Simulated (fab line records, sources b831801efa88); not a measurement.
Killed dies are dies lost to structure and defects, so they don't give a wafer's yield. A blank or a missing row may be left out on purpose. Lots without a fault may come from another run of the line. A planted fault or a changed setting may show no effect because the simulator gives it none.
One fault seen from 2 desks | flow gf180mcu | each desk has only its own numbers; what lay behind them comes last

THE TOOL OWNER'S DESK: pvd_sputter-01
The tool's own readings at GF_V1_SPUTTER_21 (material Ti, target thk 15 nm, time 80.02 s): means of the sampled wafers that have a number, for each lot that ran on this tool. A lot is out of limits, marked OUT, if its mean lies more than 4 standard deviations from the usual mean; the brackets give that distance.
Columns: A = throttle_valve_pct at GF_V1_SPUTTER_21, usual 29.8 %
lot  | first seen here | A
L564 | day 18 15:47    | 29.1
L580 | day 24 23:34    | 29.9
L581 | day 25 12:25    | 30.0
This desk's finding: nothing out of limits on any of the 3 lots.

THE METROLOGY DESK
What the gauges read, lot by lot, whatever tool the lot ran on: means of the sampled wafers that have a number. A lot is out of limits, marked OUT, if its mean lies more than 4 standard deviations from the usual mean; the brackets give that distance.
Columns: A = cd_nm at GF_V1_CD_MEAS_14, usual 260.3 nm; B = V1_OVL at GF_V1_OVL_MEAS_15, usual 2 nm
lot  | first seen here | A     | B
L564 | day 18 15:00    | 260.5 | 7
L568 | day 20 02:19    | 260.4 | -3
L580 | day 24 22:44    | 259.4 | -2
L581 | day 25 11:35    | 260.6 | 4
L582 | day 25 16:18    | 260.4 | 7
L586 | day 26 12:19    | 261.6 | -3
This desk's finding: nothing out of limits on any of the 6 lots.

PUT TOGETHER
The tool owner's desk saw nothing out of limits.
The metrology desk saw nothing out of limits.

WHAT THE SIMULATOR HAD PUT IN
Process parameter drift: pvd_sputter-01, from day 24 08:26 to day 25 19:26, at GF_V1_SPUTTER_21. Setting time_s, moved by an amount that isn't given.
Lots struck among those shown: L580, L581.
